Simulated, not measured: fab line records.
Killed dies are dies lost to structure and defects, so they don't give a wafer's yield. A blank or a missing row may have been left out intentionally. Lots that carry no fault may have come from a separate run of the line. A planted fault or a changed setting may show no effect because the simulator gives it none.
Comparing a struck lot with a sound one    flow sfq_line    13 steps out of a route of 325
Sound: wafers L635.1, L635.2, L635.3. Wafers struck: L644.1, L644.2, L644.4. At the end, the cause is stated.
Per side, at each step with rows, come the tool, then ch with its chambers, and then its first start. Under that, the readings that differ: sound wafers    struck wafers    difference of the means    sigmas: that difference in standard deviations of wafers without a fault.
alike: readings with means less than 2 such deviations apart, plus words and numbers identical on both sides. not compared: withheld readings, readings lacking a value on some wafer, bounds such as >300 that could conceal the same value, and numbers that have no deviation in the record and whose values overlap.
A row with sigmas, a row that says differs or no value, or rows on one side alone: a step with any of these is where the two part. Numbers that don't overlap but have no deviation are shown without sigmas and don't part them. A reading missing from all wafers of one side parts the sides only when that side holds two or more wafers.

SFQ_TRILAYER_I4_VIA_STRIP_STRIP_107: strips in O2.
  sound on rie_metal-03 ch 0,1, day 52 00:21; struck on rie_metal-03 ch 0,1, day 55 05:37
  alike: drypump_motor_current_A, oes_product_au
  not compared: rf_hours_counter_h
then, 2 steps without rows for these wafers: SFQ_TRILAYER_I4_VIA_STRIP_SOLV_CLEAN_108 (cleans in NMP, time 600 s); SFQ_TRILAYER_JJ_TRILAYER_DEP_PRE_CLEAN_113 (time 22.5 s).
SFQ_TRILAYER_JJ_TRILAYER_DEP_SPUTTER_109: material Nb, target thk 150 nm, time 100 s.
  struck on pvd_sputter-04, day 55 06:37; sound on pvd_sputter-04, day 52 01:10
  alike: throttle_valve_pct
SFQ_TRILAYER_JJ_TRILAYER_DEP_SPUTTER_110: material Al, target thk 8 nm, time 10 s.
  struck on pvd_sputter-04, day 55 06:42; sound on pvd_sputter-04, day 52 01:14
  alike: throttle_valve_pct
then, 1 step without rows for these wafers: SFQ_TRILAYER_JJ_TRILAYER_DEP_AL_OXIDATION_111 (oxidation time 600 s).
SFQ_TRILAYER_JJ_TRILAYER_DEP_SPUTTER_112: material Nb, target thk 170 nm, time 113.3 s.
  struck on pvd_sputter-04, day 55 07:43; sound on pvd_sputter-04, day 52 02:15
  alike: throttle_valve_pct
SFQ_JJ_RS_MEAS_929: uses a four-point probe to measure.
  struck on film_metro-01, day 55 07:48; sound on film_metro-02, day 52 02:20
reading            sound              struck             difference  sigmas
JJ_NB_RS (ohm/sq)  1.021 0.999 1.025  1.042 1.022 1.060  +0.026      +2
then, 3 steps without rows for these wafers: SFQ_TRILAYER_JJ_CE_LITHO_COAT_119 (resist thk 62 nm); SFQ_TRILAYER_JJ_CE_LITHO_COAT_114 (resist thk 600 nm); SFQ_TRILAYER_JJ_CE_LITHO_SOFTBAKE_118.
SFQ_TRILAYER_JJ_CE_LITHO_EXPOSE_115: exposes mask J5, target cd 700 nm.
  sound on krf_scanner-01 ch 0, day 52 03:16; struck on krf_scanner-01, day 56 04:41
  no value came back on the struck wafers for exposure_dose_mJ_cm2, focus_offset_nm (nm); on the sound wafers exposure_dose_mJ_cm2 reads 14.406 14.383 14.399
  alike: mask
then, 1 step without rows for these wafers: SFQ_TRILAYER_JJ_CE_LITHO_PEB_117 (peb time 60 s).

WHERE THEY PART
At SFQ_JJ_RS_MEAS_929 first; at SFQ_TRILAYER_JJ_CE_LITHO_EXPOSE_115 last (within this record only).

WHY: the cause the simulator had injected
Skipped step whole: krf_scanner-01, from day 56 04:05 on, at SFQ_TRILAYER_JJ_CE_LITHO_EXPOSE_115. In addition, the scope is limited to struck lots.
